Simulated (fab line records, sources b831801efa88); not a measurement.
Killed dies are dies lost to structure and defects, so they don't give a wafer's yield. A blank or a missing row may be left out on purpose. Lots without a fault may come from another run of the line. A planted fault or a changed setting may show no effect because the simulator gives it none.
fab line records | flow sky130 | part 2 of 2: steps 25 to 35 of 35
record lots=5 wafers=15 last_day=48
route steps=708 shown SONOS_ONO@170 GATE_OXIDE@187 POLY_GATE@204
lots that met no fault: from a run of the same line without faults
start_h: hours from the record's first day to the start of the lot's first wafer shown | wait_h: hours since the lot's step before | " the same as in the row above | L1.1+2: a row that stands for several wafers | - no value, or no start given | * or withheld: withheld | < > ~ a bound
route shown NAME@n: a module of which the file shows steps, and the number in the route of the first | usual: mean/standard deviation of fault-free wafers | same: alike in all rows | chamber/n: place in a boat | sites: the reading at each site | _std_site: their standard deviation | _edge_site: outer sites' mean less inner sites' | radius_mm: how far each site lies from the wafer's centre | mask NAME#n: copy n | behind: the tool/chamber that last shaped the wafer | hold: why the lot was held/for how many hours/how that ended | device: the transistor (n, p or np) that didn't switch | end of line: the same wafers' tests at the end of the route | a step without rows: its recipe alone | killed: dies lost to structure and defects at the first sort, not the wafer's yield | map: a wafer's dies, x killed, . not, _ none there
set.NAME: the setting as run; set.NAME@STEP: as run at that earlier step | model.NAME: the simulator's own value behind a step, which no gauge read
lots at some steps of the route; a table a step, a row a wafer
services: from which hour (start_h, from the record's first day; less than 0 if before it) a tool's chamber was out of use, for how many hours, and why
## steps
# step SKY_GATE_OXIDE_EXPOSE_07
# recipe mask_id=LVOM na=0.6 source_shape=conventional sigma_outer=0.6 polarization=unpolarized target_cd_nm=600 dose_mj=170
# usual stage_vel_mm_s=500.05/0.23
# columns lot.wafer tool chamber start_h wait_h mask stage_vel_mm_s
L082.1 iline_stepper-01 0 - - LVOM#0 500.15
L082.2 " 0 " " LVOM#0 499.59
L082.3 " 0 " " LVOM#0 500.18
L084.1 iline_stepper-02 0 - - LVOM#0 500.23
L084.2 " 0 " " LVOM#0 500.67
L084.4 " 0 " " LVOM#0 500.47
L086.1 iline_stepper-01 0 - - LVOM#0 500.04
L086.2 " 0 " " LVOM#0 500.31
L086.6 " 0 " " LVOM#0 500.37
L087.4 iline_stepper-02 0 - - LVOM#0 500.14
L087.5 " 0 " " LVOM#0 500.16
L087.6 " 0 " " LVOM#0 500.14
L088.1 iline_stepper-01 0 - - LVOM#0 499.90
L088.2 " 0 " " LVOM#0 499.87
L088.5 " 0 " " LVOM#0 500.10
# step SKY_GATE_OXIDE_PEB_08
# recipe temp_c=withheld time_s=* resist=NOVOLAK
# usual exhaust_pa=45.1/0.89
# columns lot.wafer tool chamber start_h wait_h exhaust_pa
L082.1 litho_track-01 0 - - 45.7
L082.2 " 0 " " 44.7
L082.3 " 0 " " 46.7
L084.1 litho_track-01 0 - - 43.8
L084.2 " 0 " " 44.4
L084.4 " 0 " " 44.5
L086.1 litho_track-04 0 - - 44.8
L086.2 " 0 " " 45.5
L086.6 " 0 " " 46.4
L087.4 litho_track-01 0 - - 44.1
L087.5 " 0 " " 44.1
L087.6 " 0 " " 46.4
L088.1 litho_track-02 0 - - 46.0
L088.2 " 0 " " 45.2
L088.5 " 0 " " 45.6
# step SKY_GATE_OXIDE_DEVELOP_09
# recipe resist=NOVOLAK developer=TMAH develop_time_s=60 dev_temp_c=23
# usual developer_temp_C=23.01/0.1 exhaust_pa=45.0/0.79
# columns lot.wafer tool chamber start_h wait_h developer_temp_C exhaust_pa
L082.1 litho_track-01 0 376.43 0.1 23.01 46.2
L082.2 " 0 " " 23.08 44.5
L082.3 " 0 " " 23.04 44.3
L084.1 litho_track-01 0 389.33 0.1 23.10 45.4
L084.2 " 0 " " 23.09 44.5
L084.4 " 0 " " 22.99 44.8
L086.1 litho_track-04 0 406.78 0.1 23.00 46.8
L086.2 " 0 " " 23.06 45.8
L086.6 " 0 " " 23.03 45.3
L087.4 litho_track-01 0 418.16 0.1 23.12 47.6
L087.5 " 0 " " 23.06 45.1
L087.6 " 0 " " 23.01 45.9
L088.1 litho_track-02 0 422.79 0.1 22.78 43.5
L088.2 " 0 " " 22.94 44.3
L088.5 " 0 " " 23.13 43.9
# step SKY_GATE_OXIDE_OVL_MEAS_10
# usual GATE_OXIDE_OVL=-0.2/1.5
# columns lot.wafer tool chamber start_h wait_h GATE_OXIDE_OVL[nm]
L082.1 overlay-01 - 376.58 0.1 -0.7
L082.2 " - " " -1.4
L082.3 " - " " 1.2
L084.1 overlay-02 - 389.48 0.1 -4.1
L084.2 " - " " -2.0
L084.4 " - " " -0.3
L086.1 overlay-01 - 406.93 0.1 1.1
L086.2 " - " " 0.5
L086.6 " - " " 1.8
L087.4 overlay-02 - 418.25 0.1 -1.5
L087.5 " - " " -0.1
L087.6 " - " " -0.2
L088.1 overlay-01 - 422.94 0.1 1.6
L088.2 " - " " 3.2
L088.5 " - " " 1.4
# step SKY_GATE_OXIDE_IMPLANT_11
# recipe species=B energy_kev=10 dose_cm2=2.6e+12 tilt_deg=withheld
# columns lot.wafer tool chamber start_h wait_h
L082.1+2+3 implanter-02 0 376.62 0.0
L084.1+2+4 implanter-01 0 389.52 0.0
L086.1+2+6 implanter-02 0 406.97 0.0
L087.4+5+6 implanter-03 0 418.35 0.1
L088.1+2+5 implanter-03 0 422.98 0.0
# step SKY_GATE_OXIDE_WET_ETCH_12
# recipe chemistry=dHF target_depth_nm=16.8 dry=n2_spin target=SiO2 dilution=100:1 temp_c=25 time_s=336
# columns lot.wafer tool chamber start_h wait_h
L082.1+2+3 wet_bench-01 2 376.77 0.1
L084.1+2+4 wet_bench-03 1 389.67 0.1
L086.1+2+6 wet_bench-01 0 407.12 0.1
L087.4+5+6 wet_bench-01 1 418.42 0.1
L088.1+2+5 wet_bench-03 1 423.13 0.1
# step SKY_GATE_OXIDE_STRIP_13
# recipe chemistry=O2/N2 power_w=1400 pressure_mtorr=1500 platen_temp_c=withheld o2_flow_sccm=3000 n2_flow_sccm=300 overash_fraction=0.5
# usual drypump_motor_current_A=6.2/0.47 oes_product_au=0.716/0.0045 strip_time_to_endpoint_s=14.20/0.042
# columns lot.wafer tool chamber start_h wait_h drypump_motor_current_A oes_product_au rf_hours_counter_h strip_time_to_endpoint_s
L082.1 plasma_asher-03 0 376.88 0.0 6.4 0.710 71 14.23
L082.2 " 1 " " 6.4 0.716 71 14.24
L082.3 " 1 " " 6.4 0.705 - 14.21
L084.1 plasma_asher-04 0 389.87 0.0 5.4 0.712 70 14.23
L084.2 " 1 " " 6.7 0.713 70 14.20
L084.4 " 0 " " 5.3 0.724 - 14.26
L086.1 plasma_asher-03 0 407.22 0.0 6.4 0.727 74 14.22
L086.2 " 1 " " 6.4 0.729 74 14.21
L086.6 " 0 " " 6.4 0.710 - 14.19
L087.4 plasma_asher-03 0 418.66 0.0 6.4 0.716 - 14.16
L087.5 " 1 " " 6.4 0.714 - 14.22
L087.6 " 0 " " 6.4 0.718 - 14.24
L088.1 plasma_asher-01 1 423.24 0.0 5.6 0.717 56 14.12
L088.2 " 0 " " 5.9 0.713 56 14.16
L088.5 " 0 " " 6.0 0.715 - 14.16
# step SKY_GATE_OXIDE_TW_MEAS_14
# usual GATE_OXIDE_TW=223.9/1
# columns lot.wafer tool chamber start_h wait_h GATE_OXIDE_TW
L082.1 film_metro-01 - 376.98 0.1 225.4
L082.2 " - " " 224.5
L082.3 " - " " 223.5
L084.1 film_metro-02 - 389.97 0.1 222.2
L084.2 " - " " 222.4
L084.4 " - " " 224.1
L086.1 film_metro-01 - 407.32 0.1 223.3
L086.2 " - " " 223.3
L086.6 " - " " 223.9
L087.4 film_metro-01 - 418.75 0.1 225.2
L087.5 " - " " 226.0
L087.6 " - " " 223.9
L088.1 film_metro-02 - 423.34 0.1 223.8
L088.2 " - " " 222.6
L088.5 " - " " 223.0
# step SKY_GATE_OXIDE_CLEAN_15
# recipe chemistry=SC1/SC2 mix=1:4:20 temp_c=70 time_s=150 dry=n2_spin
# columns lot.wafer tool chamber start_h wait_h
L082.1+2+3 wet_bench-01 3 377.04 0.1
L084.1+2+4 wet_bench-01 0 390.03 0.1
L086.1+2+6 wet_bench-03 0 407.38 0.1
L087.4+5+6 wet_bench-02 3 418.78 0.0
L088.1+2+5 wet_bench-02 2 423.40 0.1
# step SKY_GATE_OXIDE_OXIDATION_16
# recipe temp_c=800 ambient=O2 idle_temp_c=700 ramp_up_c_per_min=10 ramp_down_c_per_min=3 stabilise_s=600 purge_s=300 target_thk_a=35.7 ox_time_s=1915
# usual ox_temp_c=800.1/0.39 spike_tc_upper_C=800.5/0.9 tube_center_temp_C=800.01/0.073
# same stabilise_s=600
# columns lot.wafer tool chamber start_h wait_h ox_temp_c spike_tc_upper_C tube_center_temp_C
L082.1 furnace-01 0 377.10 0.0 799.9 800.7 799.88
L082.2 " 0 " " 799.9 800.7 800.14
L082.3 " 0 " " 799.2 800.0 800
L084.1 furnace-02 0 391.06 1.0 800.7 801.2 799.98
L084.2 " 0 " " 800.7 800.7 799.97
L084.4 " 0 " " 799.9 800.3 799.87
L086.1 furnace-01 0 407.44 0.0 800.2 800.5 800.07
L086.2 " 0 " " 800.0 799.4 800.02
L086.6 " 0 " " 799.9 800.7 800
L087.4 furnace-01 0 419.74 0.9 800.4 800.8 799.89
L087.5 " 0 " " 800.0 800.8 800.06
L087.6 " 0 " " 799.8 799.1 800.02
L088.1 furnace-01 0 424.14 0.7 800.3 800.6 799.99
L088.2 " 0 " " 799.7 800.5 800
L088.5 " 0 " " 800.9 802.2 800.17
# step SKY_POLY_GATE_CVD_00
# recipe material=poly-Si target_thk_nm=180 temp_c=620 time_s=720 pressure_mtorr=200
# usual spike_tc_upper_C=619.2/1.1
# columns lot.wafer tool chamber start_h wait_h spike_tc_upper_C
L082.1 lpcvd-01 1 378.63 0.0 618.8
L082.2 " 1 " " 620.0
L082.3 " 1 " " 621.5
L084.1 lpcvd-01 1 392.59 0.0 620.9
L084.2 " 1 " " 620.2
L084.4 " 1 " " 620.2
L086.1 lpcvd-01 0 408.97 0.0 616.8
L086.2 " 0 " " 619.1
L086.6 " 0 " " 619.1
L087.4 lpcvd-01 0 421.27 0.0 618.3
L087.5 " 0 " " 619.2
L087.6 " 0 " " 617.9
L088.1 lpcvd-01 0 425.67 0.0 617.4
L088.2 " 0 " " 617.8
L088.5 " 0 " " 618.3
## services
# columns tool chamber start_h hours kind
implanter-02 - 296.43 1.5 repair
implanter-03 - 299.86 4.8 repair
implanter-01 - 300.40 1.2 repair
rie_diel-01 3 303.98 1.4 repair
rie_diel-02 - 308.98 0.2 repair
rie_diel-02 3 310.50 7.9 repair
implanter-02 - 341.03 1.8 repair
plasma_asher-01 - 344.45 15.6 pm
lpcvd-01 - 345.61 0.3 repair
lpcvd-02 - 346.78 0.4 repair
rie_diel-01 0 351.43 - clean
rie_diel-01 0 351.43 18.3 scheduled_down
plasma_asher-04 - 353.77 3.3 repair
rie_diel-03 2 366.89 10.1 repair
furnace-01 - 371.55 4.0 pm
rie_diel-03 0 379.24 5.6 repair
implanter-02 - 384.42 2.7 repair
iline_stepper-01 - 386.67 1.7 pm
plasma_asher-04 - 391.55 0.3 repair
rie_diel-02 - 402.74 0.2 repair
furnace-02 - 403.24 3.6 pm
furnace-02 - 408.16 7.9 repair
plasma_asher-01 - 415.47 2.5 repair
plasma_asher-03 - 421.25 9.0 pm
